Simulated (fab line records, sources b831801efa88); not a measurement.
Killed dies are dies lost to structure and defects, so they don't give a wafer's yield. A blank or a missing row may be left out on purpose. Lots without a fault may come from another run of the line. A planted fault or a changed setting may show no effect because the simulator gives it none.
Which tool did it? | flow gf180mcu | 7 lots, 21 wafers sampled, at 4 steps of a route of 602

WHAT THE GAUGES READ, wafer by wafer
GF_M1_CD_MEAS_14: target cd 230 nm.
lot  | measured     | on        | cd_nm (nm)
L779 | day 17 11:55 | cd_sem-01 | 229.5 229.4 229.1
L781 | day 18 05:13 | cd_sem-01 | 228.9 227.7 228.6
L783 | day 18 23:16 | cd_sem-01 | 230.5 230.3 229.9
L785 | day 19 23:11 | cd_sem-02 | 229.5 229.2 229.1
L790 | day 21 19:00 | cd_sem-02 | 170.7 171.9 170.9
L797 | day 23 22:27 | cd_sem-02 | 230.2 228.7 229.5
L801 | day 25 03:55 | cd_sem-01 | 229.9 230.1 229.0

WHICH TOOL RAN EACH LOT (tool, then ch and the chambers of the sampled wafers, then the start)
lot  | GF_SALICIDE_RTA_08               | GF_CONTACT_CMP_04             | GF_M1_SOFTBAKE_10
L779 | rtp_anneal-01 ch 0, day 15 13:21 | cmp-01 ch 1,2,3, day 15 13:44 | litho_track-04 ch 0, day 17 00:16
L781 | rtp_anneal-01 ch 0, day 16 05:05 | cmp-02 ch 0,1,3, day 16 05:25 | litho_track-04 ch 0, day 17 17:28
L783 | rtp_anneal-01 ch 0, day 16 22:50 | cmp-01 ch 0,1,3, day 16 23:13 | litho_track-04 ch 0, day 18 11:13
L785 | rtp_anneal-02 ch 0, day 17 21:25 | cmp-02 ch 0,1, day 17 21:46   | litho_track-04 ch 0, day 19 11:02
L790 | rtp_anneal-01 ch 0, day 19 16:31 | cmp-01 ch 0,1,3, day 19 16:50 | litho_track-03 ch 0, day 21 06:46
L797 | rtp_anneal-01 ch 0, day 21 21:41 | cmp-02 ch 1,2, day 21 22:01   | litho_track-04 ch 0, day 23 11:24
L801 | rtp_anneal-02 ch 0, day 23 04:59 | cmp-01 ch 0,1,2, day 23 05:24 | litho_track-01 ch 0, day 24 17:12
- GF_SALICIDE_RTA_08: time 30 s.
- GF_CONTACT_CMP_04: polishes SiO2.
- GF_M1_SOFTBAKE_10: time 60 s.

THE ANSWER, worked out from the rows above alone
Rule: what is usual is taken from the lots themselves. Put in order of their means at a reading, lots are off if they are a third of the lots or fewer, leave a main group of 4 or more, and stand apart from it by a gap of 3 or more times the standard deviation of the main group's means; of several such gaps the widest counts. A main group whose means are all the same, to the digits that the tables above print for the reading, isn't used. A lot without any number at a reading at which 4 lots or more have one is off too. The other lots that the step has rows for count as sound.
Off: L790, at GF_M1_CD_MEAS_14 (cd_nm). The main group: mean 229.4 nm, standard deviation 0.55.
A tool fits if, at a process step before that reading, it ran every lot that is off, and no sound lot after the first of them. The gauges at GF_M1_CD_MEAS_14 are tried like those tools. One fits: litho_track-03 at GF_M1_SOFTBAKE_10. It ran no sound lot before its first lot that is off in this sample, so the start can't be narrowed down.

WHAT THE SIMULATOR HAD PUT IN
Process parameter drift: litho_track-03, from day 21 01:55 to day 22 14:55, at GF_M1_SOFTBAKE_10. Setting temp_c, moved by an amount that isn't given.
Lots struck among those shown: L790. The rule above found the same.
